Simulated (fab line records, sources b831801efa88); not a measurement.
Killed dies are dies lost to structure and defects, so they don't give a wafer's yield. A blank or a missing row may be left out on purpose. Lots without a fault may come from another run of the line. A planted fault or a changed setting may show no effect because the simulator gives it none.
A struck lot beside a sound one | flow sky130 | 25 steps out of a route of 708
Sound: wafers L756.1, L756.2, L756.3. Struck: wafers L744.1, L744.4, L744.6. The cause comes at the end.
At each step with rows: each side's tool, then ch and its chambers, then its first start. Under that, the readings that differ: sound wafers | struck wafers | difference of the means | sigmas: that difference in standard deviations of wafers without a fault.
alike: readings whose means differ by less than 2 such deviations, and words and numbers that are the same on both sides. not compared: withheld readings, readings that some wafer has no value for, bounds like >300 that may hide the same value, and numbers for which the record gives no deviation and whose values overlap.
The two part at a step that has a row with sigmas, a row that says differs or no value, or rows on one side only. Numbers that don't overlap but have no deviation are shown without sigmas and don't part them. A reading that every wafer of one side lacks parts them only if that side has two wafers or more.

first, 2 steps without rows for these wafers: SKY_METAL4_PEB_11; SKY_METAL4_DEVELOP_12 (develop time 60 s).
SKY_METAL4_CD_MEAS_13: target cd 300 nm.
  sound on cd_sem-02, day 47 11:25; struck on cd_sem-02, day 44 08:34
  alike: cd_nm
SKY_METAL4_OVL_MEAS_14:
  sound on overlay-01, day 47 11:32; struck on overlay-02, day 44 08:41
  alike: METAL4_OVL
SKY_METAL4_DESCUM_15: chemistry O2, time 8 s.
  sound on rie_metal-01 ch 0,1, day 47 11:35; struck on rie_metal-01 ch 0,1, day 44 08:43
  alike: drypump_motor_current_A, oes_product_au
  not compared: rf_hours_counter_h
then, 1 step without rows for these wafers: SKY_METAL4_ETCH_16 (etches BARC in N2/H2, stops on SiO2, time 88.2 s, target depth 60 nm).
SKY_METAL4_ETCH_17: etches SiO2 in C4F8/O2/Ar, stops on TiN, time 3.9 s, target depth 15 nm.
  sound on rie_diel-03 ch 0,2,3, day 47 11:43; struck on rie_diel-04 ch 1,3, day 44 08:52
  alike: oes_product_au
  not compared: rf_hours_counter_h
SKY_METAL4_METAL_ETCH_18: etches the open film in Cl2/BCl3, stops on SiO2, target depth 845 nm, time 183.1 s.
  sound on rie_metal-04 ch 0,1, day 47 11:44; struck on rie_metal-02 ch 0,1, day 44 08:53
  alike: drypump_motor_current_A, oes_product_au, throttle_valve_pct
  not compared: rf_hours_counter_h
then, 4 steps without rows for these wafers: SKY_METAL4_STRIP_19 (strips in O2/N2); SKY_METAL4_STRIP_20 (strips in post etch residue remover, time 1200 s); SKY_METAL4_CLEAN_21 (cleans in IPA, time 180 s); SKY_METAL4_CLEAN_22 (cleans in O3/DIW).
SKY_VIA4_HDPCVD_00: deposits SiO2, target thk 1750 nm, time 291.7 s.
  sound on hdpcvd-01 ch 0,1,2, day 47 12:30; struck on hdpcvd-01 ch 0,1, day 44 09:39
  no value came back on the struck wafers for pressure_mtorr (mTorr), run_length_s (s); on the sound wafers pressure_mtorr (mTorr) reads 5.995 6.001 5.977
SKY_VIA4_CMP_02: polishes SiO2.
  sound on cmp-02 ch 0,1,2, day 47 12:44; struck on cmp-01 ch 0,1,3, day 44 09:59
  alike: motor_current_A, slurry_flow_ml_min
SKY_VIA4_BOW_MEAS_03:
  sound on film_metro-02, day 47 13:02; struck on film_metro-04, day 44 10:11
  reading       | sound    | struck   | difference | sigmas
  VIA4_BOW (um) | 81 78 60 | 99 97 94 | +24        | +3
then, 7 steps without rows for these wafers: SKY_VIA4_DEHYDRATE_04 (time 60 s); SKY_VIA4_HMDS_05 (prime time 60 s); SKY_VIA4_COAT_06 (resist thk 1140 nm); SKY_VIA4_SOFTBAKE_07 (time 60 s); SKY_VIA4_EXPOSE_08 (exposes mask VIM4, target cd 800 nm); SKY_VIA4_PEB_09; SKY_VIA4_DEVELOP_10 (develop time 60 s).
SKY_VIA4_OVL_MEAS_11:
  sound on overlay-01, day 48 09:28; struck on overlay-01, day 45 08:19
  alike: VIA4_OVL
SKY_VIA4_ETCH_12: etches SiO2 in C4F8/O2/Ar, stops on TiN, target depth 580 nm.
  sound on rie_diel-01 ch 0,1,3, day 48 09:31; struck on rie_diel-01 ch 0,1, day 45 08:22
  reading                  | sound             | struck            | difference | sigmas
  oes_product_au (a.u.)    | 0.922 0.935 0.923 | 0.375 0.374 0.369 | -0.554     | -99 or more
  model.etch.depth_nm (nm) | 579.5 579.6 580   | 0 0 0             | -580       |
SKY_VIA4_STRIP_13: strips in O2/N2.
  sound on plasma_asher-04 ch 0,1, day 48 09:35; struck on plasma_asher-04 ch 0, day 45 08:26
  alike: drypump_motor_current_A, oes_product_au, strip_time_to_endpoint_s
  not compared: rf_hours_counter_h

WHERE THEY PART
First at SKY_VIA4_HDPCVD_00; last, within this record, at SKY_VIA4_ETCH_12. Later steps at which nothing parts them and some readings are alike: SKY_VIA4_STRIP_13.

WHY: what the simulator had put in
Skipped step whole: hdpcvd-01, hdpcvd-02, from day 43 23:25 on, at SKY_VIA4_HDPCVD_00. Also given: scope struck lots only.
